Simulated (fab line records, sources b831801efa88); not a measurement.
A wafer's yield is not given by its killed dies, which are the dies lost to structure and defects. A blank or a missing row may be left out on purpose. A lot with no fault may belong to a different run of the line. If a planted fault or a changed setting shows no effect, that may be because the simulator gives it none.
The tool behind it: which one? | flow gf180mcu | 7 lots with 21 wafers sampled at 2 steps, on a route of 602 steps

WHAT THE GAUGES READ, wafer by wafer
GF_VT_IMPLANT_OVL_MEAS_40.
lot  | measured     | on         | VT_IMPLANT_03_OVL (nm)
L978 | day 7 21:29  | overlay-01 | -1.8 -2.0 -0.9
L980 | day 8 09:17  | overlay-02 | -3.2 -3.8 -3.8
L983 | day 9 02:25  | overlay-02 | -2.6 -2.1 0.8
L991 | day 11 12:21 | overlay-02 | -2.9 -1.4 -1.3
L993 | day 12 01:57 | overlay-02 | -2.7 -3.3 -4.7
L995 | day 12 15:59 | overlay-01 | -2.8 -2.1 -3.3
L999 | day 13 19:51 | overlay-02 | -4.0 -3.5 -1.4

WHAT TOOL EACH LOT RAN ON (gives the tool, then ch and the chambers of the sampled wafers, and finally the start)
lot  | GF_VT_IMPLANT_STRIP_20
L978 | plasma_asher-04 ch 0,1, day 6 14:55
L980 | plasma_asher-02 ch 0,1, day 7 00:51
L983 | plasma_asher-03 ch 0,1, day 7 17:41
L991 | plasma_asher-02 ch 0,1, day 9 23:02
L993 | plasma_asher-03 ch 0,1, day 10 12:38
L995 | plasma_asher-02 ch 0,1, day 11 00:50
L999 | plasma_asher-03 ch 0,1, day 12 04:20
- GF_VT_IMPLANT_STRIP_20: strips in O2/N2.

THE ANSWER, worked out from the rows above alone
Rule: the lots themselves supply what counts as usual. The widest of any qualifying gaps counts: lots, ordered by their means at a reading, are off when they make up no more than a third of the lots, leave a main group of 4 or more, and stand apart from it by 3 or more times the standard deviation of that group's means. A main group whose means are all the same, to the digits that the tables above print for the reading, isn't used. Also off: a lot with no number at a reading for which 4 or more lots have one. Any other lot the step has rows for is counted as sound.
Across all readings shown, no lot is off: no conclusion can be drawn from this.

WHAT THE SIMULATOR PUT IN
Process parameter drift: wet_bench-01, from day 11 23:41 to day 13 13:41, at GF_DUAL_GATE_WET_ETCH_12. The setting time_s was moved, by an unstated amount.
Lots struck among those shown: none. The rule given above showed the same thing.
